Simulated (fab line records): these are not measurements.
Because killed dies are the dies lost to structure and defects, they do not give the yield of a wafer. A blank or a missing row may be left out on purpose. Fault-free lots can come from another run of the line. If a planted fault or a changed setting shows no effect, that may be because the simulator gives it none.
Matching of chambers ; flow sky130 ; cmp-02 running SKY_FIELD_ISO_CMP_27: 4 sister chambers
The step polishes, stops on Si3N4, t overpolish 16 s, target thk 457.8 nm. 14 wafers are shown with their chamber, then 7 later ones without.

## WAFERS, EACH WITH ITS CHAMBER
wafer;chamber;motor_current_A (A);time_to_endpoint_s (s);head_pressure_psi (psi)
L397.1;0;11.7;105;4.005
L397.4;1;13.7;114;4.008
L397.5;3;13.6;113;3.995
L398.3;1;14.1;115;4.005
L398.4;0;12.3;110;4.003
L398.5;1;14.0;117;3.999
L403.1;3;14.1;119;4.017
L403.2;2;11.6;112;4.005
L403.5;0;11.5;111;4.000
L407.3;2;11.4;104;3.982
L407.4;3;13.9;110;4.010
L407.6;0;11.3;104;3.990
L412.2;2;11.5;105;4.017
L412.5;2;12.6;102;4.007

SIGNATURES (averages over the wafers above)
reading;chamber 0;chamber 1;chamber 2;chamber 3;scatter within a chamber
motor_current_A;11.700;13.933;11.775;13.867;0.412
time_to_endpoint_s;107.50;115.33;105.75;114.00;3.75
head_pressure_psi;3.99950;4.00400;4.00275;4.00733;0.0104
Rule: distance of a wafer from a chamber = root of the sum over the readings of ((wafer's reading minus chamber's mean) / reading's scatter) squared. If the next closest chamber is less than 2 further off than the closest, the wafer can't be placed; otherwise it belongs to the closest. How the scatter is found: for the shown wafers, subtract from each reading the mean of its chamber, square and add these, divide the total by (wafers less chambers), then take the root.

## WAFERS WITH NO CHAMBER GIVEN
wafer;motor_current_A (A);time_to_endpoint_s (s);head_pressure_psi (psi)
L412.6;14.3;111;4.006
L413.2;14.3;112;3.993
L413.3;14.7;115;3.987
L413.4;11.6;107;3.994
L417.4;12.3;103;4.007
L417.5;11.4;106;3.997
L417.6;14.7;112;3.995

## THE CHAMBER EACH PASSED THROUGH
wafer;from the rows above;in truth
L412.6;can't be placed: 3 or 1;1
L413.2;can't be placed: 1 or 3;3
L413.3;can't be placed: 1 or 3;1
L413.4;can't be placed: 0 or 2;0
L417.4;can't be placed: 2 or 0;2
L417.5;can't be placed: 0 or 2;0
L417.6;can't be placed: 1 or 3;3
Correct placement for 0 of the 7. Can't be placed from these rows: 7 (the true chamber is among the candidates in 7). Number placed wrongly: 0.
